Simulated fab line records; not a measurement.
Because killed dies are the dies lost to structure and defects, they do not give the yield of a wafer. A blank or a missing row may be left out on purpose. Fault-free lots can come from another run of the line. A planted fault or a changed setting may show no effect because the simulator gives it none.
Which tool is to blame? ; flow sky130 ; 11 lots with 32 wafers sampled at 6 steps, on a route of 708 steps

== WHAT EACH GAUGE READ, for each wafer ==
SKY_CONTACT_CD_MEAS_14 targets a cd of 170 nm.
lot;measured;on;cd nm (nm)
L687;day 31 20:28;cd sem-02;166.9 167.5 167.9
L690;day 33 02:59;cd sem-01;167.9 169.7 167.2
L691;day 33 07:11;cd sem-02;169.4 168.6 169.7
L692;day 33 10:29;cd sem-01;168.5 169.4 168.2
L693;day 33 17:26;cd sem-01;171.7 170.1 170.4
L696;day 34 17:41;cd sem-01;168.3 168.5 169.2
L697;day 35 04:02;cd sem-01;172.2 170.3 170.0
L698;day 35 14:29;cd sem-02;170.3 170.0 171.1
L699;day 36 00:49;cd sem-01;172.6 172.8 172.3
L700;day 36 05:40;cd sem-01;170.7 169.3
L701;day 36 15:23;cd sem-01;172.8 172.1 173.6

SKY_CONTACT_RS_MEAS_25: a four-point-probe measurement.
lot;measured;on;CONTACT_W_RS (ohm/sq)
L687;day 31 21:41;film metro-02;0.335 0.331 0.333
L690;day 33 04:03;film metro-02;0.332 0.336 0.333
L691;day 33 08:14;film metro-02;0.338 0.341 0.339
L692;day 33 11:32;film metro-02;0.336 0.337 0.336
L693;day 33 18:29;film metro-04;0.335 0.333 0.331
L696;day 34 18:45;film metro-04;0.337 0.337 0.331
L697;day 35 05:12;film metro-01;0.335 0.338 0.335
L698;day 35 15:33;film metro-02;0.336 0.337 0.336
L699;day 36 01:53;film metro-04;0.419 0.332 0.415
L700;day 36 06:45;film metro-01;0.427 0.429
L701;day 36 16:29;film metro-02;0.341 0.342 0.345

SKY_CONTACT_THK_MEAS_26: measures by xrf.
lot;measured;on;CONTACT_W_THK (nm)
L687;day 31 21:47;film metro-02;334 338 336
L690;day 33 04:10;film metro-02;337 334 336
L691;day 33 08:22;film metro-02;333 329 329
L692;day 33 11:40;film metro-02;333 331 333
L693;day 33 18:37;film metro-04;335 335 338
L696;day 34 18:52;film metro-04;329 332 336
L697;day 35 05:19;film metro-01;338 339 342
L698;day 35 15:40;film metro-02;334 333 334
L699;day 36 02:00;film metro-04;271 339 274
L700;day 36 06:52;film metro-01;269 269
L701;day 36 16:35;film metro-02;331 330 325

== WHAT TOOL EACH LOT RAN ON (gives the tool, then ch and the chambers of the sampled wafers, and finally the start) ==
lot;SKY_CONTACT_ETCH_17;SKY_CONTACT_ETCH_18;SKY_CONTACT_CVD_24
L687;rie diel-03 ch 0,2,3, day 31 20:38;rie diel-03 ch 0,2,3, day 31 21:30 or earlier;cvd w-02 ch 0, day 31 21:30
L690;rie diel-03 ch 0,1,3, day 33 03:11;rie diel-03 ch 0,1,3, day 33 03:56 or earlier;cvd w-01 ch 0,1, day 33 03:56
L691;rie diel-01 ch 0,2,3, day 33 07:23;rie diel-01 ch 0,2,3, day 33 08:08 or earlier;cvd w-02 ch 0,1, day 33 08:08
L692;rie diel-03 ch 0,2,3, day 33 10:41;rie diel-03 ch 0,2,3, day 33 11:26 or earlier;cvd w-01 ch 0,1, day 33 11:26
L693;rie diel-04 ch 1,2,3, day 33 17:38;rie diel-04 ch 1,2,3, day 33 18:23 or earlier;cvd w-01 ch 0,1, day 33 18:23
L696;rie diel-04 ch 0,3, day 34 17:52;rie diel-04 ch 0,3, day 34 18:37 or earlier;cvd w-02 ch 0,1, day 34 18:37
L697;rie diel-03 ch 1,2,3, day 35 04:14;rie diel-03 ch 1,2,3, day 35 05:05 or earlier;cvd w-02 ch 0,1, day 35 05:05
L698;rie diel-01 ch 1,3, day 35 14:40;rie diel-01 ch 1,3, day 35 15:25 or earlier;cvd w-02 ch 0,1, day 35 15:25
L699;rie diel-04 ch 0,2,3, day 36 01:01;rie diel-04 ch 0,2,3, day 36 01:46 or earlier;cvd w-02 ch 0,1, day 36 01:46
L700;rie diel-01 ch 2,3, day 36 05:52;rie diel-01 ch 2,3, day 36 06:38 or earlier;cvd w-02 ch 0, day 36 06:38
L701;rie diel-03 ch 0,3, day 36 15:34;rie diel-03 ch 0,3, day 36 16:21 or earlier;cvd w-01 ch 0,1, day 36 16:21
- SKY_CONTACT_ETCH_17: etches SiO2 in C4F8/O2/Ar, stops on Si3N4, target depth 340 nm.
- SKY_CONTACT_ETCH_18: etches Si3N4 in CHF3/O2, stops on TiN, time 39 s, target depth 75 nm.
- SKY_CONTACT_CVD_24: deposits W, target thk 340 nm, time 102.12 s.

== AS READ BY THE TOOLS THEMSELVES (means over the sampled wafers that have a number; for cases with no such wafer, the mark the record gives instead) ==
SKY_CONTACT_ETCH_17.
lot;tool;oes product au (a.u.)
L687;rie diel-03;0.888
L690;rie diel-03;0.895
L691;rie diel-01;0.890
L692;rie diel-03;0.890
L693;rie diel-04;0.891
L696;rie diel-04;0.894
L697;rie diel-03;0.894
L698;rie diel-01;0.893
L699;rie diel-04;0.892
L700;rie diel-01;0.894
L701;rie diel-03;0.890

SKY_CONTACT_ETCH_18.
lot;tool;chf3 flow sccm (sccm);drypump motor current A (A);oes product au (a.u.);throttle valve pct (%)
L687;rie diel-03;49.89;5.5;0.866;8.798
L690;rie diel-03;49.95;6.0;0.857;8.793
L691;rie diel-01;50.04;5.9;0.855;8.785
L692;rie diel-03;50.03;5.5;0.864;8.790
L693;rie diel-04;49.93;5.4;0.849;8.793
L696;rie diel-04;49.91;5.5;0.869;8.802
L697;rie diel-03;49.97;5.7;0.848;8.789
L698;rie diel-01;50.02;5.9;0.860;8.798
L699;rie diel-04;49.97;5.7;0.848;8.795
L700;rie diel-01;50.07;6.0;0.853;8.790
L701;rie diel-03;50.05;5.7;0.855;8.798

SKY_CONTACT_CVD_24.
lot;tool;heater power w (W)
L687;cvd w-02;824
L690;cvd w-01;853
L691;cvd w-02;837
L692;cvd w-01;849
L693;cvd w-01;850
L696;cvd w-02;834
L697;cvd w-02;842
L698;cvd w-02;845
L699;cvd w-02;843
L700;cvd w-02;843
L701;cvd w-01;805

== THE ANSWER, worked out from the rows above alone ==
Rule: the lots themselves supply what counts as usual. The widest of any qualifying gaps counts: lots, ordered by their means at a reading, are off when they make up no more than a third of the lots, leave a main group of 4 or more, and stand apart from it by 3 or more times the standard deviation of that group's means. If all means in a main group match to the digits the tables above print for the reading, that group is not used. A lot without any number at a reading at which 4 lots or more have one is off too. Where the step has rows for the other lots, those lots are counted as sound. First the gauges in route order, then the tools' own readings, where a lot's mean is used as printed above. At the first step where some lot is off, the reading lying furthest off is the one used; lots without a number count as furthest.
Off: L699, L700, seen at SKY_CONTACT_RS_MEAS_25 (CONTACT_W_RS). The main group: mean 0.336 ohm/sq, standard deviation 0.003.
A tool fits if, at a process step before that reading, it ran every lot that is off, and no sound lot after the first of them. The gauges at SKY_CONTACT_RS_MEAS_25 are tried like those tools. SKY_CONTACT_ETCH_18 gives no start for some lots, so the hours and the order of its lots are those of SKY_CONTACT_CVD_24. One candidate fits, namely cvd w-02 at SKY_CONTACT_CVD_24. A fault onset in the window from L698 (day 35 15:25, its last sound lot) to L699 (day 36 01:46, its first lot off) fits.

== WHAT THE SIMULATOR HAD PUT IN ==
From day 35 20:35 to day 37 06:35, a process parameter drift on cvd w-02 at SKY_CONTACT_CVD_24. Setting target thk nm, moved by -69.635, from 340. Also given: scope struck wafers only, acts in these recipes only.
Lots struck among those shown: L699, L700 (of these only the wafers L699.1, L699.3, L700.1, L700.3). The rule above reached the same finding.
